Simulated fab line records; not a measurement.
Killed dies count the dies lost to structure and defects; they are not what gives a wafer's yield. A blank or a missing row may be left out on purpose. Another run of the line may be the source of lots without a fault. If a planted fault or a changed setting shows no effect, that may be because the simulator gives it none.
Which tool is to blame? + flow sky130 + Sampling: 12 lots, 36 wafers, 5 of 708 route steps

## WHAT THE GAUGES SHOWED, per wafer
SKY_FIELD_ISO_THK_MEAS_23.
| lot  | measured    | on            | FIELD_ISO_OXIDATION_01_THK (nm) |
|------|-------------|---------------|---------------------------------|
| L993 | day 2 11:29 | film-metro-04 | 10.34 10.12 10.22               |
| L994 | day 2 18:16 | film-metro-01 | 10.38 10.30 10.41               |
| L996 | day 3 00:23 | film-metro-04 | 10.15 10.11 10.03               |
| L999 | day 3 19:50 | film-metro-04 | 9.95 10.03 9.89                 |
| L100 | day 3 20:48 | film-metro-04 | 10.24 10.25 10.12               |
| L103 | day 4 13:42 | film-metro-02 | 10.36 10.09 10.14               |
| L104 | day 4 16:12 | film-metro-01 | 9.89 9.68 9.92                  |
| L105 | day 5 00:50 | film-metro-02 | 9.85 9.77 9.93                  |
| L106 | day 5 03:25 | film-metro-02 | 9.66 9.81 9.78                  |
| L107 | day 5 08:41 | film-metro-01 | 9.99 9.80 9.97                  |
| L108 | day 5 12:43 | film-metro-01 | 10.29 10.14 10.25               |
| L115 | day 7 01:10 | film-metro-02 | 10.20 10.13 10.26               |

SKY_VT_ADJUST_HVTR_TW_MEAS_11.
| lot  | measured     | on            | VT_ADJUST_HVTR_TW                   |
|------|--------------|---------------|-------------------------------------|
| L993 | day 9 20:17  | film-metro-02 | 206.2 207.4 206.9                   |
| L994 | day 10 13:31 | film-metro-03 | 208.3 209.7 208.2                   |
| L996 | day 10 11:21 | film-metro-03 | 209.4 209.0 209.4                   |
| L999 | day 11 16:12 | film-metro-02 | 208.1 208.2 207.9                   |
| L100 | day 11 16:46 | film-metro-03 | 209.7 210.4 209.4                   |
| L103 | day 12 18:13 | film-metro-03 | 208.8 209.5 208.7                   |
| L104 | day 12 16:49 | film-metro-02 | 209.3 206.8 207.6                   |
| L105 | day 13 08:06 | film-metro-02 | 190.5 191.5 191.2 190.3 190.9 191.2 |
| L106 | day 13 08:45 | film-metro-02 | 190.5 191.0 191.1 191.7 190.3 190.9 |
| L107 | day 13 16:40 | film-metro-03 | 209.7 208.8 209.8                   |
| L108 | day 13 22:58 | film-metro-04 | 215.0 214.6 214.1                   |
| L115 | day 16 04:15 | film-metro-02 | 206.2 205.2 204.4                   |

SKY_SONOS_ONO_CD_MEAS_13: the cd target is 410 nm.
| lot  | measured     | on        | cd-nm (nm)        |
|------|--------------|-----------|-------------------|
| L993 | day 13 00:25 | cd-sem-02 | 410.8 409.8 408.6 |
| L994 | day 13 19:31 | cd-sem-01 | 407.5 410.3 409.5 |
| L996 | day 13 18:39 | cd-sem-02 | 409.8 406.9 406.4 |
| L999 | day 15 00:50 | cd-sem-02 | 408.4 408.5 411.0 |
| L100 | day 15 02:28 | cd-sem-01 | 412.2 410.7 411.8 |
| L103 | day 16 05:28 | cd-sem-01 | 411.1 411.5 410.0 |
| L104 | day 16 04:10 | cd-sem-01 | 405.4 406.0 407.2 |
| L105 | day 16 19:56 | cd-sem-02 | 410.8 410.4 412.2 |
| L106 | day 16 20:53 | cd-sem-01 | 412.7 409.9 410.1 |
| L107 | day 17 04:32 | cd-sem-02 | 414.9 413.4 413.1 |
| L108 | day 17 12:53 | cd-sem-01 | 409.5 409.5 408.5 |
| L115 | day 20 02:45 | cd-sem-01 | 406.9 406.1 406.2 |

## WHICH TOOL RAN EACH LOT (tool, then ch and the chambers of the sampled wafers, then the start)
| lot  | SKY_VT_ADJUST_NCORE_STRIP_10         | SKY_VT_ADJUST_HVTR_IMPLANT_09   |
|------|--------------------------------------|---------------------------------|
| L993 | plasma-asher-02 ch 0,1, day 9 00:18  | implanter-02 ch 0, day 9 20:03  |
| L994 | plasma-asher-01 ch 0,1, day 9 14:57  | implanter-02 ch 0, day 10 13:17 |
| L996 | plasma-asher-02 ch 0,1, day 9 13:27  | implanter-02 ch 0, day 10 11:06 |
| L999 | plasma-asher-03 ch 0,1, day 10 16:06 | implanter-04 ch 0, day 11 15:57 |
| L100 | plasma-asher-01 ch 0,1, day 10 16:09 | implanter-02 ch 0, day 11 16:32 |
| L103 | plasma-asher-01 ch 0,1, day 11 17:21 | implanter-02 ch 0, day 12 17:59 |
| L104 | plasma-asher-02 ch 0,1, day 11 16:09 | implanter-02 ch 0, day 12 16:35 |
| L105 | plasma-asher-03 ch 0,1, day 12 07:18 | implanter-02 ch 0, day 13 07:51 |
| L106 | plasma-asher-02 ch 0,1, day 12 07:57 | implanter-02 ch 0, day 13 08:30 |
| L107 | plasma-asher-01 ch 0,1, day 12 16:12 | implanter-04 ch 0, day 13 16:25 |
| L108 | plasma-asher-02 ch 0,1, day 12 21:11 | implanter-04 ch 0, day 13 22:45 |
| L115 | plasma-asher-03 ch 0,1, day 15 01:27 | implanter-04 ch 0, day 16 04:00 |
- SKY_VT_ADJUST_NCORE_STRIP_10: strips in O2/N2.
- SKY_VT_ADJUST_HVTR_IMPLANT_09

## WHAT THE TOOLS THEMSELVES READ (means of the sampled wafers that have a number; where no wafer has one, the mark that the record gives instead)
SKY_VT_ADJUST_NCORE_STRIP_10.
| lot  | tool            | drypump-motor-current-A (A) | oes-product-au (a.u.) | strip-time-to-endpoint-s (s) |
|------|-----------------|-----------------------------|-----------------------|------------------------------|
| L993 | plasma-asher-02 | 6.3                         | 0.714                 | 14.18                        |
| L994 | plasma-asher-01 | 5.7                         | 0.713                 | 14.15                        |
| L996 | plasma-asher-02 | 6.6                         | 0.718                 | 14.20                        |
| L999 | plasma-asher-03 | 5.6                         | 0.716                 | 14.12                        |
| L100 | plasma-asher-01 | 5.8                         | 0.719                 | 14.22                        |
| L103 | plasma-asher-01 | 5.9                         | 0.719                 | 14.17                        |
| L104 | plasma-asher-02 | 6.3                         | 0.712                 | 14.13                        |
| L105 | plasma-asher-03 | 5.5                         | 0.716                 | 14.14                        |
| L106 | plasma-asher-02 | 6.3                         | 0.713                 | 14.19                        |
| L107 | plasma-asher-01 | 5.9                         | 0.716                 | 14.13                        |
| L108 | plasma-asher-02 | 6.6                         | 0.715                 | 14.17                        |
| L115 | plasma-asher-03 | 5.6                         | 0.717                 | 14.19                        |

SKY_VT_ADJUST_HVTR_IMPLANT_09.
| lot  | tool         | dose-ions-cm2 | end-station-pressure-torr (Torr) | faraday-current-uA |
|------|--------------|---------------|----------------------------------|--------------------|
| L993 | implanter-02 | 2.0980e+12    | 5.00e-06                         | 11.67              |
| L994 | implanter-02 | 2.1025e+12    | 5.36e-06                         | 11.91              |
| L996 | implanter-02 | 2.0994e+12    | 4.94e-06                         | 11.73              |
| L999 | implanter-04 | 2.1011e+12    | 5.00e-06                         | 11.82              |
| L100 | implanter-02 | 2.1001e+12    | 4.95e-06                         | 11.88              |
| L103 | implanter-02 | 2.0977e+12    | 4.74e-06                         | 11.88              |
| L104 | implanter-02 | 2.0987e+12    | 5.43e-06                         | 11.78              |
| L105 | implanter-02 | 1.5599e+12    | 5.24e-06                         | 8.85               |
| L106 | implanter-02 | 1.5622e+12    | 4.97e-06                         | 8.88               |
| L107 | implanter-04 | 2.0994e+12    | 5.26e-06                         | 11.84              |
| L108 | implanter-04 | 2.0985e+12    | 4.87e-06                         | 11.85              |
| L115 | implanter-04 | 2.0988e+12    | 5.09e-06                         | 11.84              |

## THE ANSWER, worked out from the rows above alone
Rule: the usual values come from the lots themselves. Put in order of their means at a reading, lots are off if they are a third of the lots or fewer, leave a main group of 4 or more, and stand apart from it by a gap of 3 or more times the standard deviation of the main group's means; of several such gaps the widest counts. Not used: any main group whose means are identical at the precision the tables above print for the reading. Also off: a lot with no number at a reading for which 4 or more lots have one. Any other lot the step has rows for is counted as sound. First the gauges in route order, then the tools' own readings, where a lot's mean is used as printed above. The first step at which some lot is off is used, and at that step the reading that is off furthest; a lot without a number counts as furthest.
Off: L105, L106, seen at SKY_VT_ADJUST_HVTR_TW_MEAS_11 (VT_ADJUST_HVTR_TW). Main group: mean 208.9, sd 2.3.
A tool fits if, at a process step before that reading, it ran every lot that is off, and no sound lot after the first of them. The gauges at SKY_VT_ADJUST_HVTR_TW_MEAS_11 aren't tried: what is off there is off at SKY_VT_ADJUST_HVTR_IMPLANT_09 too, on other tools, and a gauge's error can't cause that. One candidate fits, namely implanter-02 at SKY_VT_ADJUST_HVTR_IMPLANT_09. Its last sound lot is L103 (day 12 17:59), its first lot that is off L105 (day 13 07:51): a fault that began between those two fits.
The tool's own readings at SKY_VT_ADJUST_HVTR_IMPLANT_09 bear it out: on the lots that are off they differ by more than 5 times the standard deviation of the sound lots' means. dose-ions-cm2 reads 1.5610e+12 there against 2.0994e+12 on the sound lots; faraday-current-uA reads 8.87 there against 11.82 on the sound lots.

## WHAT THE SIMULATOR HAD INSERTED
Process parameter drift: implanter-02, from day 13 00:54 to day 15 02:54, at SKY_VT_ADJUST_HVTR_IMPLANT_09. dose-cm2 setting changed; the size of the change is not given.
Lots struck among those shown: L105, L106. The rule above reached the same finding.
